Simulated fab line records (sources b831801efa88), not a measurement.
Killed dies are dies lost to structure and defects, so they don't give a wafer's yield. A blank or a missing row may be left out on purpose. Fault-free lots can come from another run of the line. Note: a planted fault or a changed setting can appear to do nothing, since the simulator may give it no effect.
2 desks looking at one fault + flow sky130 + what lay behind the numbers comes last; until then each desk has only its own

FOR THE TOOL OWNER'S DESK: pvdSputter-03
The tool's own readings at SKY_METAL2_SPUTTER_02 (material AlCu, target thk 250 nm, time 13.3 s): means of the sampled wafers that have a number, for each lot that ran on this tool. If a lot's mean is further than 4 standard deviations from the usual mean, the lot is out of limits and carries the mark OUT (the distance appears in the brackets).
Columns: A = cathodeDcPowerW at SKY_METAL2_SPUTTER_02, usual 10600 W; B = throttleValvePct at SKY_METAL2_SPUTTER_02, usual 30.2 %
| lot  | first seen here | A     | B    |
|------|-----------------|-------|------|
| L913 | day 34 05:46    | 10599 | 29.6 |
| L918 | day 36 02:03    | 10599 | 30.1 |
| L922 | day 37 16:26    | 10599 | 30.4 |
| L925 | day 38 12:50    | 10602 | 29.8 |
| L934 | day 40 18:39    | 10600 | 31.5 |
This desk found nothing out of limits on any of the 5 lots.

FROM THE METROLOGY DESK
What the gauges read, lot by lot, whatever tool the lot ran on: means of the sampled wafers that have a number. If a lot's mean is further than 4 standard deviations from the usual mean, the lot is out of limits and carries the mark OUT (the distance appears in the brackets).
Columns: A = METAL1_OVL at SKY_METAL1_OVL_MEAS_16, usual 0 nm; B = METAL2_ALCU_RS at SKY_METAL2_RS_MEAS_05, usual 0.1266 ohm/sq; C = METAL2_ALCU_THK at SKY_METAL2_THK_MEAS_06, usual 251 nm
| lot  | first seen here | A  | B                 | C             |
|------|-----------------|----|-------------------|---------------|
| L913 | day 32 23:40    | -3 | 0.1279            | 250           |
| L914 | day 33 02:05    | -2 | 0.1261            | 252           |
| L915 | day 33 11:55    | -6 | 0.1266            | 252           |
| L916 | day 33 19:16    | -1 | 0.1254            | 254           |
| L918 | day 34 20:22    | 1  | 0.1270            | 251           |
| L920 | day 36 00:58    | 7  | 0.1246            | 257           |
| L922 | day 36 11:50    | 4  | 0.1121 (-9.7) OUT | 296 (+14) OUT |
| L924 | day 36 17:59    | 0  | 0.1279            | 249           |
| L925 | day 37 08:22    | -2 | 0.1110 (-10) OUT  | 296 (+14) OUT |
| L930 | day 38 11:00    | -1 | 0.1270            | 251           |
| L932 | day 38 22:28    | 1  | 0.1280            | 248           |
| L933 | day 38 23:34    | 0  | 0.1278            | 248           |
| L934 | day 39 15:04    | 7  | 0.1263            | 252           |
| L935 | day 39 22:38    | -2 | 0.1271            | 252           |
This desk finds L922, L925 out of limits, with the earliest case on L922 at day 37 16:34 (METAL2_ALCU_RS at SKY_METAL2_RS_MEAS_05). Within limits: L913, L914, L915, L916, L918, L920, L924, L930, L932, L933, L934, L935.

BROUGHT TOGETHER
Metrology desk: alarm possible at day 37 16:34 on L922, L925.
Nothing out of limits was seen by the tool owner's desk.
The tool owner's desk has L922, L925 on record, within its limits.
On pvdSputter-03, each named lot ran SKY_METAL2_SPUTTER_02.

WHAT THE SIMULATOR HAD INSERTED
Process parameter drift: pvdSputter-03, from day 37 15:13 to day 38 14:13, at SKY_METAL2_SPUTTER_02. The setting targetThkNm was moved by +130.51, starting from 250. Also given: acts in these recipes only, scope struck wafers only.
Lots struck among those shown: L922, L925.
Time in hours between the start of the fault and the first out-of-limits reading at each desk: metrology desk, 1.
